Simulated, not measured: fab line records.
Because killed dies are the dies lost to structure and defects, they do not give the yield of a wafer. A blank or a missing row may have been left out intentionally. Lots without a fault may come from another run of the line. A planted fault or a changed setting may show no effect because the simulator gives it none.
What tool caused it?	flow sky130	Sampling: 12 lots, 36 wafers, 3 of 708 route steps

== WHAT EACH GAUGE READ, for each wafer ==
SKY_VIA3_THK_MEAS_01.
lot	measured	on	VIA3_HDPCVD_THK (nm)
L980	day 38 14:21	film_metro-03	1661 1625 1661
L981	day 38 18:29	film_metro-01	1640 1639 1651
L985	day 40 14:32	film_metro-04	1638 1628 1644
L984	day 40 20:12	film_metro-01	1644 1651 1638
L983	day 40 20:52	film_metro-01	1626 1642 1642
L986	day 41 02:02	film_metro-01	1635 1613 1629
L988	day 41 02:13	film_metro-03	1634 1627 1642
L989	day 42 09:45	film_metro-03	1596 1627 1650
L990	day 42 10:06	film_metro-04	1608 1630 1667
L991	day 42 12:42	film_metro-01	1655 1652 1640
L998	day 43 14:44	film_metro-04	1622 1642 1631
L103	day 44 20:03	film_metro-03	1615 1649 1629

SKY_PASSIVATION_THK_MEAS_03.
lot	measured	on	PASSIVATION_CVD_02_THK (nm)
L980	day 43 19:03	film_metro-01	535 526 538
L981	day 44 02:05	film_metro-04	548 549 532
L985	day 45 15:51	film_metro-01	526 532 547
L984	day 45 20:11	film_metro-04	528 543 535
L983	day 45 20:40	film_metro-04	537 536 544
L986	day 46 02:03	film_metro-01	536 528 549
L988	day 46 03:09	film_metro-04	540 545 539
L989	day 47 07:16	film_metro-03	546 543 535
L990	day 47 07:20	film_metro-04	533 529 552
L991	day 47 09:02	film_metro-03	542 531 555
L998	day 48 05:28	film_metro-04	537 543 549
L103	day 49 07:38	film_metro-03	542 527 547

== WHAT TOOL EACH LOT RAN ON (gives the tool, then ch and the chambers of the sampled wafers, and finally the start) ==
lot	SKY_METAL4_ETCH_16
L980	rie_metal-01 ch 0,1, day 41 16:27
L981	rie_metal-02 ch 0,1, day 41 22:41
L985	rie_metal-01 ch 0,1, day 43 16:45
L984	rie_metal-01 ch 0,1, day 43 21:31
L983	rie_metal-02 ch 0,1, day 43 22:13
L986	rie_metal-04 ch 0,1, day 44 03:09
L988	rie_metal-01 ch 0,1, day 44 04:06
L989	rie_metal-02 ch 0,1, day 45 09:02
L990	rie_metal-01 ch 0,1, day 45 10:20
L991	rie_metal-04 ch 0,1, day 45 11:27
L998	rie_metal-02 ch 1, day 46 10:24
L103	rie_metal-02 ch 1, day 47 13:14
- SKY_METAL4_ETCH_16: etches BARC in N2/H2, stops on SiO2, time 88.2 s, target depth 60 nm.

== WHAT THE TOOLS THEMSELVES READ (means of the sampled wafers that have a number; where no wafer has one, the mark that the record gives instead) ==
SKY_METAL4_ETCH_16.
lot	tool	bias_w (W)	drypump_motor_current_A (A)	h2_flow_sccm (sccm)	oes_product_au (a.u.)	throttle_valve_pct (%)
L980	rie_metal-01	100.33	5.4	199.8	0.630	13.206
L981	rie_metal-02	99.88	5.3	199.6	0.627	13.210
L985	rie_metal-01	99.80	5.4	199.6	0.627	13.206
L984	rie_metal-01	100.00	5.4	199.5	0.630	13.203
L983	rie_metal-02	99.71	5.3	200.4	0.631	13.211
L986	rie_metal-04	100.09	5.8	199.5	0.627	13.211
L988	rie_metal-01	99.76	5.6	199.7	0.627	13.218
L989	rie_metal-02	99.93	5.6	199.7	0.628	13.212
L990	rie_metal-01	100.13	5.4	200.2	0.626	13.191
L991	rie_metal-04	99.69	5.8	200.6	0.625	13.200
L998	rie_metal-02	99.65	5.1	200.2	0.628	13.199
L103	rie_metal-02	99.81	5.1	200.8	0.628	13.202

== THE ANSWER, worked out from the rows above alone ==
Rule: the usual values come from the lots themselves. The widest of any qualifying gaps counts: lots, ordered by their means at a reading, are off when they make up no more than a third of the lots, leave a main group of 4 or more, and stand apart from it by 3 or more times the standard deviation of that group's means. A main group is skipped when, at the precision printed for the reading in the tables above, its means are all equal. Also off: a lot with no number at a reading for which 4 or more lots have one. Any other lot the step has rows for is counted as sound. The gauges are gone through in route order, then the tools' own readings, and for those a lot's mean is taken as printed above. The first step at which some lot is off is used, and at that step the reading that is off furthest; a lot without a number counts as furthest.
Nothing can be told from this: no lot is off at any reading shown.

== WHAT THE SIMULATOR PUT IN ==
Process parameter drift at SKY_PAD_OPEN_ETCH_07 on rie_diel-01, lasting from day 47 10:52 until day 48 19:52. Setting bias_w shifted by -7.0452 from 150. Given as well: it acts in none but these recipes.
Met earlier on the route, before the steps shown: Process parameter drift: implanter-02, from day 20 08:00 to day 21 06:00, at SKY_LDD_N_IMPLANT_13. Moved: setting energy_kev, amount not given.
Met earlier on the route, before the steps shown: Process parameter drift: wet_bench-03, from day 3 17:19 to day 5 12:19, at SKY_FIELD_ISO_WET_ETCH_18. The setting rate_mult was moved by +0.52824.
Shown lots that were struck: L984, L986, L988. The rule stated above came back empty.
